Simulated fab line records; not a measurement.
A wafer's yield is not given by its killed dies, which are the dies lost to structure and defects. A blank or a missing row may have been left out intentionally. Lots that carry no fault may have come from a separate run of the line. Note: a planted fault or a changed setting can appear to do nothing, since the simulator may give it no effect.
fab line records	flow sky130
[record] lots = 12	wafers = 36	last-day = 50
route steps=708 shown NWELL@34 PAD_OPEN@708
lots that met no fault: from a run of the same line without faults
start-h: hours from the record's opening day to when the first of the lot's shown wafers began	wait-h: time in hours since the lot's previous step	" as in the row above	L1.1+2: several wafers, shown together as one row	- no value, or no start was given	* or withheld: withheld	< > ~ a bound
route shown NAME@n: a module of which the file shows steps, and the number in the route of the first	usual: mean/standard deviation taken from wafers without a fault	same: alike in all rows	chamber/n: place in a boat	sites: each site's reading	_std_site: standard deviation across them	_edge_site: outer sites' mean less inner sites'	radius-mm: for every site, how far away it sits from the centre of the wafer	mask NAME#n: copy n	behind: tool/chamber where the wafer was last shaped	hold: why the lot was held/for how many hours/how that ended	device: which transistor (n, p or np) failed to switch	end of line: tests run on the same wafers once the route is complete	for a step that has no rows: nothing shown but its recipe	killed: dies lost to structure and defects at the first sort, not the wafer's yield	map: per-die view of a wafer (x killed, . not killed, _ where there is no die)
set.NAME: the run value of the setting; set.NAME@STEP: its run value at that earlier step	model.NAME: the simulator's own value behind a step, which no gauge read
the route's steps for a sample of lots (tables are steps, rows are wafers)
services: the hour from which a tool's chamber was out of use, counted from the record's first day as start-h (under 0 if before that day), plus the number of hours and why
[[steps]]
[step SKY_NWELL_THK_MEAS_02]
[recipe] reads = SiO2_of_NWELL_OXIDATION_01
[usual] NWELL_OXIDATION_THK = 10.01/0.21
lot.wafer	tool	chamber	start-h	wait-h	NWELL_OXIDATION_THK[nm]
L562.1	film-metro-04	-	33.67	0.0	9.79
L562.4	"	-	"	"	9.79
L562.6	"	-	"	"	9.93
L565.4	film-metro-04	-	50.66	0.0	10.39
L565.5	"	-	"	"	10.31
L565.6	"	-	"	"	10.38
L567.1	film-metro-02	-	63.30	0.0	9.94
L567.2	"	-	"	"	10.04
L567.6	"	-	"	"	10.06
L568.3	film-metro-02	-	69.08	0.0	10.03
L568.4	"	-	"	"	9.90
L568.5	"	-	"	"	10.12
L569.1	film-metro-04	-	73.46	0.0	9.88
L569.3	"	-	"	"	10.03
L569.5	"	-	"	"	10.08
L570.1	film-metro-02	-	74.71	0.0	10.10
L570.4	"	-	"	"	10.03
L570.5	"	-	"	"	9.90
L573.1	film-metro-02	-	95.72	0.1	9.67
L573.2	"	-	"	"	9.56
L573.3	"	-	"	"	9.66
L581.1	film-metro-04	-	133.27	0.0	10.10
L581.4	"	-	"	"	9.92
L581.5	"	-	"	"	9.98
L582.1	film-metro-02	-	140.31	0.0	9.98
L582.2	"	-	"	"	9.95
L582.3	"	-	"	"	10.15
L583.2	film-metro-02	-	146.57	0.0	10.30
L583.3	"	-	"	"	10.29
L583.4	"	-	"	"	10.19
L584.1	film-metro-04	-	150.36	0.0	9.68
L584.5	"	-	"	"	9.89
L584.6	"	-	"	"	9.87
L585.1	film-metro-01	-	158.03	0.0	9.99
L585.4	"	-	"	"	9.85
L585.6	"	-	"	"	10.10
[step SKY_NWELL_OVL_MEAS_10]
[usual] NWELL_00_OVL = -0.8/1.4
lot.wafer	tool	chamber	start-h	wait-h	NWELL_00_OVL[nm]
L562.1	overlay-01	-	78.09	-	-2.3
L562.4	"	-	"	"	-2.0
L562.6	"	-	"	"	-2.0
L565.4	overlay-01	-	98.59	-	-4.2
L565.5	"	-	"	"	-0.7
L565.6	"	-	"	"	-1.3
L567.1	overlay-02	-	111.77	-	-0.9
L567.2	"	-	"	"	-1.9
L567.6	"	-	"	"	-2.3
L568.3	overlay-01	-	119.53	-	0.0
L568.4	"	-	"	"	0.1
L568.5	"	-	"	"	-1.0
L569.1	overlay-02	-	125.29	-	-0.7
L569.3	"	-	"	"	-0.7
L569.5	"	-	"	"	-0.3
L570.1	overlay-02	-	127.53	-	0.6
L570.4	"	-	"	"	-0.7
L570.5	"	-	"	"	0.8
L573.1	overlay-01	-	151.08	-	-1.2
L573.2	"	-	"	"	0.1
L573.3	"	-	"	"	-0.7
L581.1	overlay-02	-	195.49	-	2.0
L581.4	"	-	"	"	1.5
L581.5	"	-	"	"	3.4
L582.1	overlay-02	-	204.02	-	0.0
L582.2	"	-	"	"	-1.1
L582.3	"	-	"	"	-2.7
L583.2	overlay-02	-	209.54	-	0.1
L583.3	"	-	"	"	-1.3
L583.4	"	-	"	"	0.0
L584.1	overlay-02	-	215.74	-	-0.1
L584.5	"	-	"	"	-0.7
L584.6	"	-	"	"	-0.9
L585.1	overlay-01	-	222.14	-	0.4
L585.4	"	-	"	"	-1.0
L585.6	"	-	"	"	1.0
[step SKY_NWELL_IMPLANT_13]
[recipe] species = P	energy-kev = 50	dose-cm2 = 7e+11	tilt-deg = withheld
[usual] dose-ions-cm2 = 6.999e+11/7.7e+08	faraday-current-uA = 3.95/0.071
lot.wafer	tool	chamber	start-h	wait-h	dose-ions-cm2	faraday-current-uA
L562.1	implanter-01	0	78.42	0.1	6.997e+11	3.85
L562.4	"	0	"	"	7.003e+11	4.04
L562.6	"	0	"	"	7.008e+11	3.92
L565.4	implanter-01	0	98.98	0.1	7.003e+11	3.89
L565.5	"	0	"	"	7.008e+11	4.01
L565.6	"	0	"	"	6.998e+11	3.94
L567.1	implanter-03	0	112.11	0.1	6.999e+11	3.98
L567.2	"	0	"	"	6.998e+11	3.88
L567.6	"	0	"	"	7.009e+11	3.90
L568.3	implanter-01	0	119.91	0.1	6.995e+11	3.81
L568.4	"	0	"	"	6.983e+11	3.96
L568.5	"	0	"	"	6.995e+11	3.91
L569.1	implanter-03	0	125.62	0.1	6.994e+11	3.82
L569.3	"	0	"	"	7.002e+11	3.98
L569.5	"	0	"	"	7.011e+11	3.86
L570.1	implanter-02	0	127.87	0.1	6.983e+11	4.14
L570.4	"	0	"	"	6.991e+11	3.96
L570.5	"	0	"	"	6.992e+11	3.87
L573.1	implanter-01	0	151.42	0.1	7.004e+11	4.06
L573.2	"	0	"	"	6.978e+11	3.91
L573.3	"	0	"	"	7.007e+11	3.94
L581.1	implanter-03	0	195.82	0.1	5.119e+11	2.91
L581.4	"	0	"	"	5.127e+11	2.86
L581.5	"	0	"	"	5.139e+11	2.89
L582.1	implanter-03	0	204.36	0.1	5.098e+11	2.94
L582.2	"	0	"	"	5.108e+11	2.93
L582.3	"	0	"	"	5.106e+11	2.92
L583.2	implanter-02	0	209.90	0.1	7.004e+11	3.88
L583.3	"	0	"	"	7.001e+11	3.90
L583.4	"	0	"	"	7.003e+11	3.84
L584.1	implanter-01	0	216.07	0.1	7.001e+11	3.84
L584.5	"	0	"	"	6.998e+11	3.95
L584.6	"	0	"	"	7.001e+11	4.05
L585.1	implanter-02	0	222.77	0.2	7.002e+11	3.98
L585.4	"	0	"	"	7.009e+11	3.92
L585.6	"	0	"	"	7.004e+11	3.91
[step SKY_NWELL_RTA_28]
[recipe] temp-c = 1050	time-s = 30	idle-temp-c = 650	ramp-up-c-per-s = 150	ramp-down-c-per-s = 90	ambient = N2
[usual] lamp-power-pct = 25.30/0.055	ramp-down-c-per-s = 89.999/0.017	wafer_temp_C_max = 1054.9/0.97
lot.wafer	tool	chamber	start-h	wait-h	lamp-power-pct	ramp-down-c-per-s	wafer_temp_C_max
L562.1	rtp-anneal-02	0	96.37	0.0	25.37	89.999	1054.5
L562.4	"	0	"	"	25.25	89.977	1056.2
L562.6	"	0	"	"	25.38	90.014	1055.0
L565.4	rtp-anneal-02	0	117.98	0.1	25.30	89.982	1055.9
L565.5	"	0	"	"	25.20	89.988	1054.5
L565.6	"	0	"	"	25.29	90.014	1055.7
L567.1	rtp-anneal-02	0	131.03	0.0	25.40	89.989	1055.5
L567.2	"	0	"	"	25.25	90.001	1054.0
L567.6	"	0	"	"	25.37	89.998	1056.5
L568.3	rtp-anneal-01	0	140.26	0.0	25.29	89.973	1056.5
L568.4	"	0	"	"	25.31	90.014	1054.9
L568.5	"	0	"	"	25.23	90.025	1056.9
L569.1	rtp-anneal-01	0	145.27	0.0	25.17	90.011	1054.6
L569.3	"	0	"	"	25.32	89.999	1054.3
L569.5	"	0	"	"	25.33	90.003	1054.5
L570.1	rtp-anneal-02	0	147.73	0.0	25.31	89.997	1053.1
L570.4	"	0	"	"	25.32	90.018	1056.2
L570.5	"	0	"	"	25.37	90.005	1054.7
L573.1	rtp-anneal-01	0	173.17	0.0	25.29	89.953	1054.0
L573.2	"	0	"	"	25.25	90.009	1056.2
L573.3	"	0	"	"	25.35	90.003	1056.4
L581.1	rtp-anneal-01	0	219.53	0.0	25.39	89.995	1055.5
L581.4	"	0	"	"	25.29	90.009	1055.2
L581.5	"	0	"	"	25.38	90.010	1054.0
L582.1	rtp-anneal-02	0	228.48	0.0	25.29	89.997	1054.8
L582.2	"	0	"	"	25.32	89.985	1055.9
L582.3	"	0	"	"	25.19	90.028	1054.4
L583.2	rtp-anneal-01	0	233.30	0.0	25.35	89.999	1053.2
L583.3	"	0	"	"	25.25	89.972	1053.7
L583.4	"	0	"	"	25.28	90.015	1053.7
L584.1	rtp-anneal-02	0	239.68	0.0	25.30	89.989	1054.3
L584.5	"	0	"	"	25.36	90.020	1054.3
L584.6	"	0	"	"	25.43	89.991	1054.8
L585.1	rtp-anneal-01	0	246.78	0.0	25.30	90.028	1054.3
L585.4	"	0	"	"	25.39	89.999	1057.1
L585.6	"	0	"	"	25.32	89.984	1054.4
[step SKY_NWELL_RS_MEAS_29]
[recipe] thk-meas-gauge = four-point-probe
[usual] NWELL_RS = 624.0/1.5
lot.wafer	tool	chamber	start-h	wait-h	hold	NWELL_RS[ohm/sq]
L562.1	film-metro-02	-	96.67	0.3	-	623.5
L562.4	"	-	"	"	-	624.4
L562.6	"	-	"	"	-	625.1
L565.4	film-metro-04	-	118.09	0.1	-	623.6
L565.5	"	-	"	"	-	625.9
L565.6	"	-	"	"	-	622.5
L567.1	film-metro-04	-	131.13	0.1	-	622.2
L567.2	"	-	"	"	-	623.9
L567.6	"	-	"	"	-	625.5
L568.3	film-metro-01	-	140.37	0.1	-	623.2
L568.4	"	-	"	"	-	621.9
L568.5	"	-	"	"	-	623.7
L569.1	film-metro-04	-	145.37	0.1	-	623.8
L569.3	"	-	"	"	-	621.7
L569.5	"	-	"	"	-	623.6
L570.1	film-metro-01	-	147.83	0.1	-	625.5
L570.4	"	-	"	"	-	622.8
L570.5	"	-	"	"	-	624.9
L573.1	film-metro-04	-	173.27	0.1	-	624.9
L573.2	"	-	"	"	-	624.4
L573.3	"	-	"	"	-	625.0
L581.1	film-metro-01	-	219.63	0.1	await-dispo/0.2h/release	629.0
L581.4	"	-	"	"	await-dispo/0.2h/release	630.8
L581.5	"	-	"	"	await-dispo/0.2h/release	631.0
L581.1	film-metro-01	-	219.99	0.3	-	628.9
L581.4	"	-	"	"	-	629.7
L581.5	"	-	"	"	-	629.8
L582.1	film-metro-02	-	228.58	0.1	await-dispo/0.2h/release	630.7
L582.2	"	-	"	"	await-dispo/0.2h/release	631.1
L582.3	"	-	"	"	await-dispo/0.2h/release	630.2
L582.1	film-metro-02	-	228.94	0.3	-	630.5
L582.2	"	-	"	"	-	631.1
L582.3	"	-	"	"	-	629.1
L583.2	film-metro-01	-	233.40	0.1	-	623.1
L583.3	"	-	"	"	-	624.9
L583.4	"	-	"	"	-	623.9
L584.1	film-metro-01	-	239.78	0.1	-	624.9
L584.5	"	-	"	"	-	624.8
L584.6	"	-	"	"	-	624.4
L585.1	film-metro-02	-	246.88	0.1	-	623.3
L585.4	"	-	"	"	-	621.3
L585.6	"	-	"	"	-	624.3
[step SKY_PAD_OPEN_PROBE_99]
[usual] killed_at_M0_to_M3 = 43/6.6	killed_at_M4_up = 3.2/1.9	killed-at-contacts = 25/5.3	killed-at-front-end = 16/4.5	killed-at-other = 0.3/0.63	killed-dies = 87/8.9	killed-open = 48/7.9	killed-short = 39/5.3
[same] gross-dies = 492	killed-at-back-side = 0
lot.wafer	tool	chamber	start-h	wait-h	killed_at_M0_to_M3	killed_at_M4_up	killed-at-contacts	killed-at-front-end	killed-at-other	killed-dies	killed-open	killed-short
L562.1	prober-01	-	1064.94	0.1	29	1	25	11	0	66	31	35
L562.4	prober-01	-	1065.09	0.2	44	4	18	14	0	80	31	49
L562.6	prober-01	-	1065.19	0.2	52	2	26	17	0	97	58	38
L565.4	prober-02	-	1089.39	0.2	33	1	27	21	0	82	41	40
L565.5	prober-02	-	1089.44	0.2	41	2	27	17	0	87	54	33
L565.6	prober-02	-	1089.49	0.2	36	4	23	19	0	82	43	39
L567.1	prober-02	-	1107.39	0.1	38	1	28	15	1	83	41	42
L567.2	prober-02	-	1107.44	0.1	46	1	29	15	1	92	56	36
L567.6	prober-02	-	1107.64	0.2	46	3	18	11	0	78	40	38
L568.3	prober-01	-	1117.84	0.2	41	4	24	16	0	85	46	39
L568.4	prober-01	-	1117.89	0.2	46	3	19	19	0	87	49	38
L568.5	prober-01	-	1117.94	0.2	42	5	26	19	0	92	50	42
L569.1	prober-02	-	1118.07	0.1	40	4	26	14	0	84	46	36
L569.3	prober-02	-	1118.17	0.2	43	3	25	14	1	86	52	34
L569.5	prober-02	-	1118.27	0.2	50	4	20	11	0	85	54	31
L570.1	prober-01	-	1119.24	0.1	40	5	22	16	1	84	47	37
L570.4	prober-01	-	1119.39	0.2	42	5	21	15	1	84	47	37
L570.5	prober-01	-	1119.44	0.2	42	3	17	16	0	78	46	32
L573.1	prober-02	-	1148.25	0.1	29	7	34	15	0	85	40	45
L573.2	prober-02	-	1148.30	0.1	29	3	29	10	0	71	42	29
L573.3	prober-02	-	1148.35	0.2	46	4	28	20	0	98	56	42
L581.1	prober-02	-	1179.98	0.1	49	1	24	15	0	89	47	42
L581.4	prober-02	-	1180.13	0.2	52	6	34	14	0	106	58	47
L581.5	prober-02	-	1180.18	0.2	50	0	27	20	0	97	58	37
L582.1	prober-01	-	1183.70	0.1	37	3	31	18	0	89	49	39
L582.2	prober-01	-	1183.75	0.1	42	6	38	17	0	103	53	50
L582.3	prober-01	-	1183.80	0.2	47	2	16	24	0	89	51	38
L583.2	prober-02	-	1189.41	0.1	43	4	28	23	0	98	56	42
L583.3	prober-02	-	1189.46	0.2	42	2	29	27	1	101	65	36
L583.4	prober-02	-	1189.51	0.2	37	4	19	17	0	77	43	34
L584.1	prober-01	-	1193.00	0.1	49	2	24	15	0	90	48	42
L584.5	prober-01	-	1193.20	0.2	38	4	32	15	0	89	39	50
L584.6	prober-01	-	1193.25	0.2	50	5	22	23	0	100	50	50
L585.1	prober-02	-	1201.95	0.1	41	5	34	11	0	91	51	40
L585.4	prober-02	-	1202.10	0.2	50	6	24	9	0	89	43	46
L585.6	prober-02	-	1202.20	0.2	38	5	31	17	0	91	46	45
// killed by level:class
L562.1 CONTACT:geometric-particle:open=8 LI_CONTACT:geometric-particle:open=5 CONTACT:geometric-particle:short=5 METAL2:geometric-particle:short=5 LOCAL_INTERCONNECT:geometric-particle:short=4 VIA1:geometric-particle:short=4 VIA1:geometric-particle:open=4 VIA3:geometric-particle:open=4
L562.4 VIA1:geometric-particle:short=10 VIA2:geometric-particle:open=8 METAL2:geometric-particle:short=8 VIA1:geometric-particle:open=7 FIELD_ISO:geometric-particle:short=5 METAL1:geometric-particle:short=5 LI_CONTACT:geometric-particle:short=4 LI_CONTACT:geometric-particle:open=4
L562.6 VIA2:geometric-particle:open=13 VIA1:geometric-particle:open=10 LI_CONTACT:geometric-particle:open=7 VIA3:geometric-particle:open=7 CONTACT:geometric-particle:open=7 FIELD_ISO:geometric-particle:open=5 LOCAL_INTERCONNECT:geometric-particle:short=5 VIA3:geometric-particle:short=4
L565.4 CONTACT:geometric-particle:open=12 VIA2:geometric-particle:open=9 FIELD_ISO:geometric-particle:short=8 CONTACT:geometric-particle:short=6 VIA1:geometric-particle:open=5 POLY_GATE:geometric-particle:short=4 LOCAL_INTERCONNECT:geometric-particle:short=4 METAL2:geometric-particle:short=4
L565.5 CONTACT:geometric-particle:open=14 METAL2:geometric-particle:short=7 VIA3:geometric-particle:open=7 VIA2:geometric-particle:open=6 VIA1:geometric-particle:open=6 FIELD_ISO:geometric-particle:open=4 LI_CONTACT:geometric-particle:open=4 FIELD_ISO:geometric-particle:short=3
L565.6 LI_CONTACT:geometric-particle:open=8 VIA1:geometric-particle:open=8 FIELD_ISO:geometric-particle:open=6 VIA1:geometric-particle:short=6 METAL3:geometric-particle:short=6 POLY_GATE:geometric-particle:short=5 CONTACT:geometric-particle:open=5 VIA2:geometric-particle:open=5
L567.1 CONTACT:geometric-particle:open=8 FIELD_ISO:geometric-particle:open=7 LI_CONTACT:geometric-particle:open=7 METAL1:geometric-particle:short=6 VIA3:geometric-particle:open=6 CONTACT:geometric-particle:short=5 VIA2:geometric-particle:short=5 METAL2:geometric-particle:short=4
L567.2 CONTACT:geometric-particle:open=13 VIA1:geometric-particle:open=12 LI_CONTACT:geometric-particle:open=7 FIELD_ISO:geometric-particle:open=6 VIA2:geometric-particle:open=6 METAL2:geometric-particle:short=6 VIA3:geometric-particle:open=4 CONTACT:geometric-particle:short=4
L567.6 VIA1:geometric-particle:open=9 VIA3:geometric-particle:open=8 VIA2:geometric-particle:open=7 VIA1:geometric-particle:short=7 CONTACT:geometric-particle:short=5 CONTACT:geometric-particle:open=5 METAL2:geometric-particle:short=5 FIELD_ISO:geometric-particle:open=3
L568.3 VIA1:geometric-particle:open=10 FIELD_ISO:geometric-particle:short=7 CONTACT:geometric-particle:open=7 LI_CONTACT:geometric-particle:open=7 FIELD_ISO:geometric-particle:open=5 LOCAL_INTERCONNECT:geometric-particle:short=5 METAL1:geometric-particle:short=5 VIA2:geometric-particle:open=5
L568.4 VIA1:geometric-particle:open=11 VIA1:geometric-particle:short=8 CONTACT:geometric-particle:open=8 METAL2:geometric-particle:short=7 FIELD_ISO:geometric-particle:open=5 VIA2:geometric-particle:open=5 VIA3:geometric-particle:open=5 LOCAL_INTERCONNECT:geometric-particle:short=4
L568.5 CONTACT:geometric-particle:open=12 METAL1:geometric-particle:short=7 VIA1:geometric-particle:open=7 LI_CONTACT:geometric-particle:open=6 VIA3:geometric-particle:open=6 VIA3:geometric-particle:short=6 FIELD_ISO:geometric-particle:open=5 POLY_GATE:geometric-particle:open=4
L569.1 CONTACT:geometric-particle:open=11 LI_CONTACT:geometric-particle:open=9 VIA1:geometric-particle:short=8 VIA1:geometric-particle:open=8 METAL2:geometric-particle:short=6 POLY_GATE:geometric-particle:short=3 METAL1:geometric-particle:short=3 METAL2:geometric-particle:open=3
L569.3 CONTACT:geometric-particle:open=12 VIA1:geometric-particle:open=10 LI_CONTACT:geometric-particle:open=7 METAL1:geometric-particle:short=7 VIA2:geometric-particle:open=7 FIELD_ISO:geometric-particle:open=6 VIA1:geometric-particle:short=5 VIA3:geometric-particle:open=5
L569.5 CONTACT:geometric-particle:open=10 LI_CONTACT:geometric-particle:open=9 VIA2:geometric-particle:open=9 VIA1:geometric-particle:short=8 VIA3:geometric-particle:open=8 METAL1:geometric-particle:short=6 VIA1:geometric-particle:open=6 METAL3:geometric-particle:short=3
L570.1 VIA1:geometric-particle:open=9 CONTACT:geometric-particle:open=8 VIA3:geometric-particle:open=7 LI_CONTACT:geometric-particle:open=6 METAL1:geometric-particle:short=5 VIA2:geometric-particle:open=5 FIELD_ISO:geometric-particle:short=4 FIELD_ISO:geometric-particle:open=3
L570.4 VIA1:geometric-particle:open=8 CONTACT:geometric-particle:open=8 VIA3:geometric-particle:open=7 VIA2:geometric-particle:open=6 LI_CONTACT:geometric-particle:open=5 LOCAL_INTERCONNECT:geometric-particle:short=4 METAL1:geometric-particle:short=4 VIA3:geometric-particle:short=4
L570.5 VIA2:geometric-particle:open=11 CONTACT:geometric-particle:open=10 METAL1:geometric-particle:short=7 VIA1:geometric-particle:open=6 POLY_GATE:geometric-particle:short=5 POLY_GATE:geometric-particle:open=4 VIA1:geometric-particle:short=4 VIA3:geometric-particle:open=4
L573.1 LI_CONTACT:geometric-particle:open=9 CONTACT:geometric-particle:open=9 LOCAL_INTERCONNECT:geometric-particle:short=7 FIELD_ISO:geometric-particle:short=6 CONTACT:geometric-particle:short=6 POLY_GATE:geometric-particle:short=4 VIA3:geometric-particle:short=4 VIA1:geometric-particle:short=4
L573.2 CONTACT:geometric-particle:open=12 VIA1:geometric-particle:open=8 CONTACT:geometric-particle:short=6 LI_CONTACT:geometric-particle:open=5 VIA2:geometric-particle:open=5 VIA3:geometric-particle:open=5 POLY_GATE:geometric-particle:short=4 LOCAL_INTERCONNECT:geometric-particle:open=4
L573.3 CONTACT:geometric-particle:open=17 VIA1:geometric-particle:open=12 VIA3:geometric-particle:open=7 FIELD_ISO:geometric-particle:short=6 METAL1:geometric-particle:short=6 FIELD_ISO:geometric-particle:open=5 CONTACT:geometric-particle:short=5 VIA1:geometric-particle:short=5
L581.1 VIA1:geometric-particle:open=15 CONTACT:geometric-particle:open=8 LOCAL_INTERCONNECT:geometric-particle:short=7 LI_CONTACT:geometric-particle:open=6 POLY_GATE:geometric-particle:short=5 METAL1:geometric-particle:short=5 VIA2:geometric-particle:short=4 VIA1:geometric-particle:short=4
L581.4 VIA1:geometric-particle:open=13 LI_CONTACT:geometric-particle:open=10 CONTACT:geometric-particle:open=10 VIA1:geometric-particle:short=8 LOCAL_INTERCONNECT:geometric-particle:short=7 VIA3:geometric-particle:open=7 METAL2:geometric-particle:short=6 VIA2:geometric-particle:open=5
L581.5 VIA3:geometric-particle:open=15 LI_CONTACT:geometric-particle:open=11 VIA1:geometric-particle:open=9 METAL2:geometric-particle:short=8 VIA2:geometric-particle:open=7 CONTACT:geometric-particle:open=6 FIELD_ISO:geometric-particle:short=4 SPACER:geometric-particle:open=4
L582.1 CONTACT:geometric-particle:open=13 LI_CONTACT:geometric-particle:open=12 VIA1:geometric-particle:short=8 VIA1:geometric-particle:open=6 FIELD_ISO:geometric-particle:short=5 METAL2:geometric-particle:short=5 POLY_GATE:geometric-particle:open=4 VIA2:geometric-particle:short=4
L582.2 CONTACT:geometric-particle:open=16 VIA1:geometric-particle:open=12 LI_CONTACT:geometric-particle:short=6 LOCAL_INTERCONNECT:geometric-particle:short=6 METAL1:geometric-particle:short=6 POLY_GATE:geometric-particle:short=5 LI_CONTACT:geometric-particle:open=5 CONTACT:geometric-particle:short=5
L582.3 VIA1:geometric-particle:open=16 POLY_GATE:geometric-particle:open=8 LI_CONTACT:geometric-particle:open=6 METAL1:geometric-particle:short=6 FIELD_ISO:geometric-particle:short=5 POLY_GATE:geometric-particle:short=5 VIA2:geometric-particle:open=5 VIA3:geometric-particle:open=4
L583.2 CONTACT:geometric-particle:open=14 VIA1:geometric-particle:open=9 FIELD_ISO:geometric-particle:open=8 LI_CONTACT:geometric-particle:short=6 VIA2:geometric-particle:open=6 METAL2:geometric-particle:short=6 VIA3:geometric-particle:open=6 POLY_GATE:geometric-particle:short=5
L583.3 LI_CONTACT:geometric-particle:open=19 VIA1:geometric-particle:open=12 VIA2:geometric-particle:open=8 VIA3:geometric-particle:open=7 FIELD_ISO:geometric-particle:short=6 POLY_GATE:geometric-particle:short=6 CONTACT:geometric-particle:open=5 VIA1:geometric-particle:short=5
L583.4 VIA1:geometric-particle:open=11 CONTACT:geometric-particle:open=7 FIELD_ISO:geometric-particle:open=6 METAL1:geometric-particle:short=6 LI_CONTACT:geometric-particle:open=5 METAL2:geometric-particle:short=5 VIA2:geometric-particle:open=4 FIELD_ISO:geometric-particle:short=3
L584.1 CONTACT:geometric-particle:open=11 VIA1:geometric-particle:open=11 VIA1:geometric-particle:short=7 LI_CONTACT:geometric-particle:open=6 VIA2:geometric-particle:open=6 VIA2:geometric-particle:short=6 VIA3:geometric-particle:open=6 POLY_GATE:geometric-particle:short=5
L584.5 CONTACT:geometric-particle:open=10 CONTACT:geometric-particle:short=10 VIA1:geometric-particle:open=9 METAL2:geometric-particle:short=6 FIELD_ISO:geometric-particle:short=5 POLY_GATE:geometric-particle:short=5 LI_CONTACT:geometric-particle:open=5 VIA1:geometric-particle:short=5
L584.6 CONTACT:geometric-particle:open=10 VIA1:geometric-particle:short=8 METAL2:geometric-particle:short=7 FIELD_ISO:geometric-particle:open=7 VIA3:geometric-particle:open=7 VIA1:geometric-particle:open=6 FIELD_ISO:geometric-particle:short=5 POLY_GATE:geometric-particle:open=5
L585.1 CONTACT:geometric-particle:open=11 VIA1:geometric-particle:open=11 LI_CONTACT:geometric-particle:open=9 CONTACT:geometric-particle:short=8 VIA2:geometric-particle:open=7 METAL2:geometric-particle:short=6 LOCAL_INTERCONNECT:geometric-particle:short=5 METAL1:geometric-particle:short=5
L585.4 VIA1:geometric-particle:open=11 CONTACT:geometric-particle:open=9 METAL2:geometric-particle:short=8 FIELD_ISO:geometric-particle:short=6 VIA2:geometric-particle:open=6 VIA3:geometric-particle:open=5 CONTACT:geometric-particle:short=5 LI_CONTACT:geometric-particle:open=4
L585.6 CONTACT:geometric-particle:open=15 METAL1:geometric-particle:short=9 LI_CONTACT:geometric-particle:open=7 POLY_GATE:geometric-particle:open=5 METAL4:geometric-particle:short=5 VIA3:geometric-particle:open=4 CONTACT:geometric-particle:short=4 VIA1:geometric-particle:open=4
[[services]]
tool	chamber	start-h	hours	kind
rtp-anneal-01	-	55.01	3.4	pm
implanter-02	-	66.49	4.9	repair
implanter-03	-	88.95	2.8	pm
rtp-anneal-02	-	157.88	5.9	pm
implanter-01	-	201.98	3.2	repair
implanter-02	-	223.18	4.6	repair
implanter-03	-	240.83	5.8	repair
[[key]]
[first-sign] step = SKY_NWELL_IMPLANT_13	reading = dose-ions-cm2	direction = down	sigmas = 99+	usual = *	struck = *
[effect] step = SKY_NWELL_IMPLANT_13	reading = faraday-current-uA	direction = down	sigmas = 15	usual = 3.95	struck = 2.91
[effect] step = SKY_NWELL_RS_MEAS_29	reading = visit	direction = added
met-at SKY_NWELL_IMPLANT_13
struck-lots L581,L582
tester-left-out L581,L582
not-acting-at SKY_NWELL_THK_MEAS_02,SKY_NWELL_OVL_MEAS_10,SKY_NWELL_RTA_28
onset-between 125.62 195.82
[fault] kind = process-parameter-drift	tool = implanter-03	chamber = -	onset-h = 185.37	steps = SKY_NWELL_IMPLANT_13	channel = dose-cm2	offset = *	shape = step	end-h = 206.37	acts-in = *	stated = *
// tester-left-out: of these lots the tester's yield and bins aren't shown, on N5 and GAA mostly nor the transistor test; their killed dies are dies lost to structure and defects alone, not to doping, threshold or leakage, so they don't give the yield
